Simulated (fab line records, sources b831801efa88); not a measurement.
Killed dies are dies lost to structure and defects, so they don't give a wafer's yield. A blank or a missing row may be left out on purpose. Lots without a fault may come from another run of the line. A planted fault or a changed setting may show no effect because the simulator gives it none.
fab line records | flow gf180mcu
record lots=24 wafers=72 last_day=34
route steps=602 shown DNWELL@41 SAB@277 SALICIDE@281 M1@329 V1@356 MIM@503
lots that met no fault: from a run of the same line without faults
start_h: hours from the record's first day to the start of the lot's first wafer shown | wait_h: hours since the lot's step before | " the same as in the row above | L1.1+2: a row that stands for several wafers | - no value, or no start given | * or withheld: withheld | < > ~ a bound
route shown NAME@n: a module of which the file shows steps, and the number in the route of the first | usual: mean/standard deviation of fault-free wafers | same: alike in all rows | chamber/n: place in a boat | sites: the reading at each site | _std_site: their standard deviation | _edge_site: outer sites' mean less inner sites' | radius_mm: how far each site lies from the wafer's centre | mask NAME#n: copy n | behind: the tool/chamber that last shaped the wafer | hold: why the lot was held/for how many hours/how that ended | device: the transistor (n, p or np) that didn't switch | end of line: the same wafers' tests at the end of the route | a step without rows: its recipe alone | killed: dies lost to structure and defects at the first sort, not the wafer's yield | map: a wafer's dies, x killed, . not, _ none there
set.NAME: the setting as run; set.NAME@STEP: as run at that earlier step | model.NAME: the simulator's own value behind a step, which no gauge read
steps of the route over a sample of lots; a table a step, a row a wafer
services: from which hour (start_h, from the record's first day; less than 0 if before it) a tool's chamber was out of use, for how many hours, and why
## steps
# step GF_DNWELL_TW_MEAS_09
# usual DNWELL_TW=1337/18
# columns lot.wafer tool chamber start_h wait_h DNWELL_TW
L074.2 film_metro-04 - 44.11 0.1 1324
L074.4 " - " " 1329
L074.5 " - " " 1335
L075.2 film_metro-03 - 48.84 0.1 1364
L075.4 " - " " 1362
L075.5 " - " " 1371
L076.1 film_metro-01 - 53.54 0.1 1330
L076.4 " - " " 1326
L076.5 " - " " 1323
L077.1 film_metro-03 - 59.54 0.1 1342
L077.2 " - " " 1345
L077.5 " - " " 1339
L078.1 film_metro-04 - 63.73 0.1 1344
L078.2 " - " " 1350
L078.6 " - " " 1350
L079.2 film_metro-04 - 68.26 0.1 1336
L079.3 " - " " 1340
L079.6 " - " " 1347
L080.3 film_metro-01 - 74.52 0.1 1325
L080.5 " - " " 1323
L080.6 " - " " 1318
L081.1 film_metro-01 - 80.04 0.1 1311
L081.2 " - " " 1312
L081.6 " - " " 1307
L082.2 film_metro-03 - 84.74 0.1 1360
L082.4 " - " " 1354
L082.6 " - " " 1357
L083.1 film_metro-04 - 90.80 0.1 1351
L083.3 " - " " 1357
L083.5 " - " " 1349
L084.1 film_metro-01 - 97.40 0.1 1311
L084.4 " - " " 1304
L084.5 " - " " 1306
L085.4 film_metro-04 - 99.92 0.1 1347
L085.5 " - " " 1344
L085.6 " - " " 1351
L086.1 film_metro-01 - 106.89 0.1 1312
L086.2 " - " " 1320
L086.6 " - " " 1303
L087.2 film_metro-03 - 114.66 0.1 1368
L087.3 " - " " 1367
L087.6 " - " " 1368
L088.1 film_metro-01 - 117.45 0.1 1325
L088.2 " - " " 1318
L088.5 " - " " 1319
L089.1 film_metro-04 - 123.35 0.1 1345
L089.5 " - " " 1344
L089.6 " - " " 1341
L090.2 film_metro-03 - 128.11 0.1 1351
L090.4 " - " " 1358
L090.5 " - " " 1356
L091.2 film_metro-04 - 133.76 0.1 1335
L091.3 " - " " 1339
L091.6 " - " " 1344
L092.1 film_metro-01 - 137.15 0.1 1318
L092.3 " - " " 1314
L092.5 " - " " 1316
L093.1 film_metro-04 - 145.89 0.1 1325
L093.2 " - " " 1328
L093.5 " - " " 1328
L094.1 film_metro-03 - 150.80 0.1 1363
L094.3 " - " " 1363
L094.4 " - " " 1368
L095.1 film_metro-01 - 154.79 0.1 1313
L095.4 " - " " 1309
L095.5 " - " " 1316
L096.1 film_metro-04 - 160.64 0.1 1339
L096.2 " - " " 1338
L096.3 " - " " 1336
L097.4 film_metro-04 - 166.42 0.1 1347
L097.5 " - " " 1347
L097.6 " - " " 1349
# step GF_SAB_STRIP_13
# recipe chemistry=O2/N2 power_w=1400 pressure_mtorr=1500 platen_temp_c=250 o2_flow_sccm=3000 n2_flow_sccm=300 overash_fraction=0.5
# usual drypump_motor_current_A=5.9/0.58 heater_power_w=330/32 oes_product_au=0.710/0.0044 strip_time_to_endpoint_s=12.60/0.033
# same overash_fraction=0.5
# columns lot.wafer tool chamber start_h wait_h drypump_motor_current_A heater_power_w oes_product_au rf_hours_counter_h strip_time_to_endpoint_s
L074.2 plasma_asher-03 1 342.29 0.0 5.9 315 0.699 53 12.53
L074.4 " 0 " " 4.9 316 0.710 - 12.53
L074.5 " 1 " " 5.9 325 0.716 - 12.55
L075.2 plasma_asher-03 0 347.76 0.0 4.9 312 0.705 53 12.57
L075.4 " 1 " " 5.9 318 0.712 - 12.56
L075.5 " 0 " " 4.9 321 0.709 - 12.53
L076.1 plasma_asher-01 0 357.37 0.0 5.9 311 0.716 75 12.54
L076.4 " 1 " " 6.6 327 0.710 - 12.56
L076.5 " 1 " " 6.6 325 0.708 - 12.59
L077.1 plasma_asher-02 1 372.85 0.0 6.6 314 0.707 23 12.56
L077.2 " 0 " " 6.0 417 0.708 23 12.60
L077.5 " 0 " " 6.0 413 0.713 - 12.62
L078.1 plasma_asher-02 0 378.55 0.0 6.0 403 0.701 24 12.57
L078.2 " 1 " " 6.6 309 0.708 24 12.60
L078.6 " 0 " " 5.9 407 0.705 - 12.61
L079.2 plasma_asher-03 0 388.43 0.0 5.0 316 0.709 58 12.59
L079.3 " 0 " " 5.0 314 0.711 - 12.59
L079.6 " 0 " " 4.9 316 0.711 - 12.59
L080.3 plasma_asher-03 0 395.02 0.0 5.0 320 0.712 - 12.61
L080.5 " 1 " " 5.9 327 0.715 - 12.63
L080.6 " 0 " " 5.0 315 0.713 - 12.60
L081.1 plasma_asher-02 1 399.28 0.0 6.6 313 0.717 26 12.58
L081.2 " 0 " " 5.9 418 0.705 26 12.59
L081.6 " 0 " " 6.0 419 0.711 - 12.62
L082.2 plasma_asher-01 0 405.03 0.0 5.9 308 0.720 80 12.57
L082.4 " 0 " " 5.9 306 0.706 - 12.62
L082.6 " 1 " " 6.6 330 0.716 - 12.55
L083.1 plasma_asher-01 1 418.30 0.0 6.6 323 0.714 81 12.63
L083.3 " 0 " " 6.0 323 0.719 - 12.65
L083.5 " 1 " " 6.6 329 0.712 - 12.60
L084.1 plasma_asher-03 1 434.57 0.0 5.9 324 0.700 62 12.62
L084.4 " 0 " " 5.0 315 0.709 - 12.61
L084.5 " 1 " " 5.9 321 0.713 - 12.64
L085.4 plasma_asher-03 1 439.04 0.0 5.9 319 0.707 - 12.58
L085.5 " 0 " " 5.0 323 0.710 - 12.59
L085.6 " 1 " " 5.9 323 0.710 - 12.57
L086.1 plasma_asher-03 1 440.94 0.0 5.9 328 0.708 63 12.64
L086.2 " 0 " " 5.0 315 0.704 63 12.66
L086.6 " 1 " " 5.9 319 0.713 - 12.65
L087.2 plasma_asher-01 0 454.85 0.0 5.9 321 0.705 3 12.59
L087.3 " 1 " " 6.6 323 0.706 - 12.64
L087.6 " 1 " " 6.6 316 0.709 - 12.63
L088.1 plasma_asher-02 1 462.19 0.0 6.6 311 0.709 32 12.58
L088.2 " 0 " " 6.0 410 0.708 32 12.61
L088.5 " 0 " " 5.9 409 0.709 - 12.58
L089.1 plasma_asher-03 1 472.74 0.0 5.9 331 0.705 66 12.66
L089.5 " 1 " " 5.9 317 0.707 - 12.65
L089.6 " 0 " " 5.0 317 0.701 - 12.65
L090.2 plasma_asher-03 0 478.63 0.0 5.0 314 0.708 67 12.58
L090.4 " 1 " " 5.9 310 0.710 - 12.62
L090.5 " 0 " " 5.0 318 0.709 - 12.63
L091.2 plasma_asher-02 0 479.19 0.0 5.9 411 0.706 34 12.61
L091.3 " 0 " " 5.9 406 0.716 - 12.62
L091.6 " 1 " " 6.6 308 0.712 - 12.63
L092.1 plasma_asher-03 1 491.96 0.0 5.9 323 0.707 68 12.61
L092.3 " 1 " " 5.9 318 0.709 - 12.58
L092.5 " 1 " " 5.9 314 0.702 - 12.58
L093.1 plasma_asher-03 0 508.91 0.0 5.0 324 0.713 70 12.61
L093.2 " 1 " " 5.9 322 0.706 70 12.63
L093.5 " 1 " " 5.9 315 0.715 - 12.65
L094.1 plasma_asher-01 1 511.53 0.0 6.6 317 0.713 9 12.55
L094.3 " 1 " " 6.6 315 0.706 - 12.57
L094.4 " 0 " " 6.0 315 0.704 - 12.54
L095.1 plasma_asher-02 1 520.93 0.0 6.6 312 0.707 38 12.61
L095.4 " 0 " " 5.9 416 0.706 - 12.62
L095.5 " 1 " " 6.6 308 0.707 - 12.63
L096.1 plasma_asher-01 0 522.36 0.0 5.9 321 0.714 10 12.56
L096.2 " 1 " " 6.6 321 0.712 10 12.58
L096.3 " 1 " " 6.6 319 0.717 - 12.60
L097.4 plasma_asher-01 1 531.54 0.0 6.6 318 0.709 - 12.59
L097.5 " 1 " " 6.6 318 0.707 - 12.61
L097.6 " 0 " " 6.0 320 0.703 - 12.59
# step GF_SALICIDE_SPUTTER_03
# recipe material=TiN target_thk_nm=20 power_w=6500 time_s=16.7 chamber_pressure_pa=0.4
# usual throttle_valve_pct=29.9/0.85
# columns lot.wafer tool chamber start_h wait_h throttle_valve_pct
L074.2 pvd_sputter-01 - 342.54 0.0 29.8
L074.4 " - " " 29.0
L074.5 " - " " 29.0
L075.2 pvd_sputter-04 - 347.97 0.0 28.9
L075.4 " - " " 28.2
L075.5 " - " " 29.1
L076.1 pvd_sputter-01 - 357.58 0.0 30.2
L076.4 " - " " 30.1
L076.5 " - " " 30.2
L077.1 pvd_sputter-02 - 373.06 0.0 29.2
L077.2 " - " " 30.9
L077.5 " - " " 29.3
L078.1 pvd_sputter-02 - 378.77 0.0 29.6
L078.2 " - " " 30.2
L078.6 " - " " 31.0
L079.2 pvd_sputter-02 - 388.65 0.0 29.5
L079.3 " - " " 31.1
L079.6 " - " " 29.4
L080.3 pvd_sputter-04 - 395.20 0.0 30.8
L080.5 " - " " 31.0
L080.6 " - " " 29.1
L081.1 pvd_sputter-02 - 399.49 0.0 31.4
L081.2 " - " " 29.2
L081.6 " - " " 29.5
L082.2 pvd_sputter-04 - 405.25 0.0 30.9
L082.4 " - " " 29.1
L082.6 " - " " 31.0
L083.1 pvd_sputter-01 - 418.51 0.0 29.9
L083.3 " - " " 30.2
L083.5 " - " " 29.6
L084.1 pvd_sputter-01 - 434.79 0.0 30.3
L084.4 " - " " 29.1
L084.5 " - " " 29.2
L085.4 pvd_sputter-01 - 439.23 0.0 30.2
L085.5 " - " " 30.0
L085.6 " - " " 30.3
L086.1 pvd_sputter-01 - 441.17 0.0 29.2
L086.2 " - " " 30.1
L086.6 " - " " 29.7
L087.2 pvd_sputter-04 - 455.07 0.0 31.2
L087.3 " - " " 28.3
L087.6 " - " " 28.9
L088.1 pvd_sputter-02 - 462.46 0.0 31.3
L088.2 " - " " 30.2
L088.5 " - " " 30.2
L089.1 pvd_sputter-02 - 472.96 0.0 31.1
L089.5 " - " " 29.4
L089.6 " - " " 31.1
L090.2 pvd_sputter-04 - 478.88 0.0 31.0
L090.4 " - " " 28.3
L090.5 " - " " 29.4
L091.2 pvd_sputter-01 - 479.47 0.0 28.9
L091.3 " - " " 29.8
L091.6 " - " " 29.9
L092.1 pvd_sputter-02 - 492.18 0.0 30.1
L092.3 " - " " 29.3
L092.5 " - " " 29.0
L093.1 pvd_sputter-02 - 509.12 0.0 30.6
L093.2 " - " " 29.2
L093.5 " - " " 30.1
L094.1 pvd_sputter-04 - 511.75 0.0 28.0
L094.3 " - " " 30.8
L094.4 " - " " 29.1
L095.1 pvd_sputter-04 - 521.15 0.0 31.1
L095.4 " - " " 30.7
L095.5 " - " " 30.8
L096.1 pvd_sputter-02 - 522.60 0.0 31.2
L096.2 " - " " 29.4
L096.3 " - " " 30.5
L097.4 pvd_sputter-04 - 531.72 0.0 29.1
L097.5 " - " " 28.9
L097.6 " - " " 31.1
# step GF_M1_CD_MEAS_14
# recipe target_cd_nm=230
# usual cd_nm=229.7/1.1
# columns lot.wafer tool chamber start_h wait_h cd_nm
L074.2 cd_sem-01 - 390.50 0.3 230.6
L074.4 " - " " 230.5
L074.5 " - " " 231.4
L075.2 cd_sem-01 - 395.42 0.2 227.8
L075.4 " - " " 227.5
L075.5 " - " " 228.7
L076.1 cd_sem-01 - 406.24 0.1 228.7
L076.4 " - " " 228.7
L076.5 " - " " 228.7
L077.1 cd_sem-01 - 422.19 0.1 229.4
L077.2 " - " " 228.5
L077.5 " - " " 229.9
L078.1 cd_sem-01 - 429.02 0.1 228.2
L078.2 " - " " 229.5
L078.6 " - " " 229.1
L079.2 cd_sem-01 - 440.04 0.1 228.7
L079.3 " - " " 227.0
L079.6 " - " " 228.1
L080.3 cd_sem-01 - 445.28 0.1 230.1
L080.5 " - " " 229.7
L080.6 " - " " 229.8
L081.1 cd_sem-01 - 450.06 0.2 229.9
L081.2 " - " " 230.5
L081.6 " - " " 230.0
L082.2 cd_sem-01 - 455.34 0.1 230.8
L082.4 " - " " 229.8
L082.6 " - " " 229.7
L083.1 cd_sem-01 - 470.42 0.1 230.8
L083.3 " - " " 229.5
L083.5 " - " " 229.9
L084.1 cd_sem-02 - 485.37 0.1 228.9
L084.4 " - " " 229.1
L084.5 " - " " 229.5
L085.4 cd_sem-01 - 490.33 0.1 230.1
L085.5 " - " " 230.9
L085.6 " - " " 230.2
L086.1 cd_sem-01 - 492.97 0.1 229.4
L086.2 " - " " 229.7
L086.6 " - " " 229.9
L087.2 cd_sem-01 - 504.89 0.1 227.7
L087.3 " - " " 229.1
L087.6 " - " " 229.8
L088.1 cd_sem-01 - 512.82 0.1 230.9
L088.2 " - " " 229.6
L088.5 " - " " 230.8
L089.1 cd_sem-02 - 522.37 0.1 229.9
L089.5 " - " " 230.0
L089.6 " - " " 230.1
L090.2 cd_sem-01 - 527.96 0.1 230.2
L090.4 " - " " 230.7
L090.5 " - " " 230.6
L091.2 cd_sem-01 - 528.31 0.1 228.1
L091.3 " - " " 228.5
L091.6 " - " " 227.0
L092.1 cd_sem-02 - 541.09 0.1 230.6
L092.3 " - " " 231.1
L092.5 " - " " 231.6
L093.1 cd_sem-01 - 556.22 0.1 230.3
L093.2 " - " " 229.8
L093.5 " - " " 229.8
L094.1 cd_sem-02 - 558.59 0.1 232.1
L094.3 " - " " 230.9
L094.4 " - " " 230.8
L095.1 cd_sem-01 - 568.27 0.1 231.2
L095.4 " - " " 231.0
L095.5 " - " " 230.4
L096.1 cd_sem-02 - 570.39 0.1 229.4
L096.2 " - " " 228.1
L096.3 " - " " 227.5
L097.4 cd_sem-01 - 578.20 0.2 229.7
L097.5 " - " " 230.8
L097.6 " - " " 229.5
# step GF_V1_SPUTTER_21
# recipe material=Ti target_thk_nm=15 chamber_pressure_pa=5 power_w=2500 substrate_temp_c=200 time_s=80.02
# usual throttle_valve_pct=29.8/0.59
# columns lot.wafer tool chamber start_h wait_h throttle_valve_pct
L074.2 pvd_sputter-03 - 416.68 0.0 29.5
L074.4 " - " " 29.5
L074.5 " - " " 30.2
L075.2 pvd_sputter-01 - 420.84 0.0 29.3
L075.4 " - " " 29.7
L075.5 " - " " 29.1
L076.1 pvd_sputter-01 - 431.81 0.0 29.6
L076.4 " - " " 29.1
L076.5 " - " " 28.9
L077.1 pvd_sputter-03 - 449.02 0.0 29.9
L077.2 " - " " 29.8
L077.5 " - " " 30.1
L078.1 pvd_sputter-03 - 455.39 0.0 29.3
L078.2 " - " " 30.0
L078.6 " - " " 30.4
L079.2 pvd_sputter-01 - 466.66 0.0 30.1
L079.3 " - " " 29.2
L079.6 " - " " 29.6
L080.3 pvd_sputter-03 - 472.21 0.0 30.1
L080.5 " - " " 29.6
L080.6 " - " " 30.3
L081.1 pvd_sputter-01 - 476.60 0.0 29.0
L081.2 " - " " 30.0
L081.6 " - " " 28.9
L082.2 pvd_sputter-01 - 481.45 0.0 29.1
L082.4 " - " " 30.2
L082.6 " - " " 29.4
L083.1 pvd_sputter-03 - 496.73 0.0 30.3
L083.3 " - " " 29.4
L083.5 " - " " 29.7
L084.1 pvd_sputter-03 - 511.00 0.0 29.5
L084.4 " - " " 29.7
L084.5 " - " " 30.4
L085.4 pvd_sputter-01 - 516.71 0.0 30.3
L085.5 " - " " 29.0
L085.6 " - " " 29.7
L086.1 pvd_sputter-03 - 518.73 0.0 29.9
L086.2 " - " " 30.0
L086.6 " - " " 30.2
L087.2 pvd_sputter-01 - 530.27 0.0 29.8
L087.3 " - " " 30.4
L087.6 " - " " 29.4
L088.1 pvd_sputter-03 - 537.99 0.0 29.4
L088.2 " - " " 30.5
L088.5 " - " " 29.8
L089.1 pvd_sputter-04 - 547.61 0.0 30.8
L089.5 " - " " 29.0
L089.6 " - " " 30.6
L090.2 pvd_sputter-03 - 552.52 0.0 29.9
L090.4 " - " " 30.1
L090.5 " - " " 30.3
L091.2 pvd_sputter-01 - 552.86 0.0 29.9
L091.3 " - " " 28.8
L091.6 " - " " 29.1
L092.1 pvd_sputter-01 - 565.43 0.0 30.4
L092.3 " - " " 28.9
L092.5 " - " " 30.2
L093.1 pvd_sputter-03 - 580.10 0.0 30.1
L093.2 " - " " 29.9
L093.5 " - " " 29.7
L094.1 pvd_sputter-03 - 582.39 0.0 29.2
L094.3 " - " " 29.9
L094.4 " - " " 30.3
L095.1 pvd_sputter-04 - 592.26 0.0 29.1
L095.4 " - " " 30.8
L095.5 " - " " 31.1
L096.1 pvd_sputter-03 - 594.25 0.0 30.1
L096.2 " - " " 29.6
L096.3 " - " " 28.9
L097.4 pvd_sputter-04 - 601.50 0.0 29.0
L097.5 " - " " 28.3
L097.6 " - " " 30.8
# step GF_MIM_SPUTTER_00
# recipe material=Ti target_thk_nm=37.5 arriving_ion_energy_ev=80 substrate_temp_c=200 chamber_pressure_pa=2 power_w=4000 time_s=150
# usual throttle_valve_pct=29.8/0.93
# columns lot.wafer tool chamber start_h wait_h throttle_valve_pct
L074.2 pvd_sputter-02 - 569.00 0.1 30.4
L074.4 " - " " 29.2
L074.5 " - " " 30.3
L075.2 pvd_sputter-04 - 571.55 0.1 31.3
L075.4 " - " " 30.9
L075.5 " - " " 28.3
L076.1 pvd_sputter-02 - 579.93 0.1 29.3
L076.4 " - " " 31.3
L076.5 " - " " 29.4
L077.1 pvd_sputter-04 - 597.43 0.2 29.2
L077.2 " - " " 28.1
L077.5 " - " " 28.3
L078.1 pvd_sputter-03 - 601.36 0.3 30.4
L078.2 " - " " 29.8
L078.6 " - " " 30.0
L079.2 pvd_sputter-02 - 611.78 0.2 29.2
L079.3 " - " " 30.2
L079.6 " - " " 31.1
L080.3 pvd_sputter-03 - 616.83 0.2 29.3
L080.5 " - " " 30.5
L080.6 " - " " 29.9
L081.1 pvd_sputter-04 - 619.60 0.1 28.0
L081.2 " - " " 31.1
L081.6 " - " " 28.8
L082.2 pvd_sputter-04 - 623.43 0.1 28.2
L082.4 " - " " 30.7
L082.6 " - " " 31.1
L083.1 pvd_sputter-03 - 637.19 0.2 29.3
L083.3 " - " " 30.6
L083.5 " - " " 30.4
L084.1 pvd_sputter-04 - 647.51 0.1 31.0
L084.4 " - " " 28.3
L084.5 " - " " 30.9
L085.4 pvd_sputter-02 - 655.33 0.1 30.4
L085.5 " - " " 30.5
L085.6 " - " " 29.6
L086.1 pvd_sputter-02 - 655.65 0.2 31.2
L086.2 " - " " 30.2
L086.6 " - " " 30.2
L087.2 pvd_sputter-02 - 666.08 0.1 30.1
L087.3 " - " " 31.1
L087.6 " - " " 29.1
L088.1 pvd_sputter-04 - 672.28 0.1 28.3
L088.2 " - " " 30.6
L088.5 " - " " 29.1
L089.1 pvd_sputter-04 - 682.89 0.2 28.7
L089.5 " - " " 29.0
L089.6 " - " " 28.2
L090.2 pvd_sputter-04 - 684.86 0.2 31.2
L090.4 " - " " 28.0
L090.5 " - " " 29.0
L091.2 pvd_sputter-03 - 686.06 0.1 30.1
L091.3 " - " " 29.0
L091.6 " - " " 30.0
L092.1 pvd_sputter-04 - 701.24 0.1 28.2
L092.3 " - " " 28.9
L092.5 " - " " 30.6
L093.1 pvd_sputter-02 - 709.53 0.2 29.5
L093.2 " - " " 29.2
L093.5 " - " " 31.1
L094.1 pvd_sputter-03 - 711.23 0.2 29.2
L094.3 " - " " 29.7
L094.4 " - " " 30.2
L095.1 pvd_sputter-03 - 721.12 0.2 29.2
L095.4 " - " " 30.6
L095.5 " - " " 29.8
L096.1 pvd_sputter-03 - 722.23 0.1 29.4
L096.2 " - " " 29.7
L096.3 " - " " 30.5
L097.4 pvd_sputter-04 - 727.47 0.2 31.2
L097.5 " - " " 31.1
L097.6 " - " " 28.4
## services
# columns tool chamber start_h hours kind
plasma_asher-02 - 324.84 10.5 repair
plasma_asher-02 - 335.30 14.6 pm
pvd_sputter-04 - 359.33 2.2 repair
pvd_sputter-04 - 371.80 10.3 repair
plasma_asher-02 - 401.65 2.6 repair
pvd_sputter-03 1 404.79 - consumable_replace:kit
pvd_sputter-03 1 404.79 18.0 scheduled_down
pvd_sputter-03 1 404.79 18.0 vent_cycle
plasma_asher-01 - 421.25 9.0 pm
pvd_sputter-01 - 505.61 6.3 repair
plasma_asher-03 - 516.48 8.7 repair
pvd_sputter-04 - 516.60 1.7 repair
pvd_sputter-04 1 561.24 - consumable_replace:kit
pvd_sputter-04 1 561.24 18.0 scheduled_down
pvd_sputter-04 1 561.24 18.0 vent_cycle
plasma_asher-02 - 565.59 0.5 repair
pvd_sputter-01 - 610.56 1.6 repair
plasma_asher-02 - 621.19 5.4 repair
pvd_sputter-01 - 637.03 1.0 repair
plasma_asher-01 - 638.23 8.9 repair
pvd_sputter-03 - 661.00 0.6 repair
pvd_sputter-04 0 666.50 - consumable_replace:kit
plasma_asher-01 - 684.80 4.2 repair
plasma_asher-01 - 694.92 9.3 repair
## key
fault none
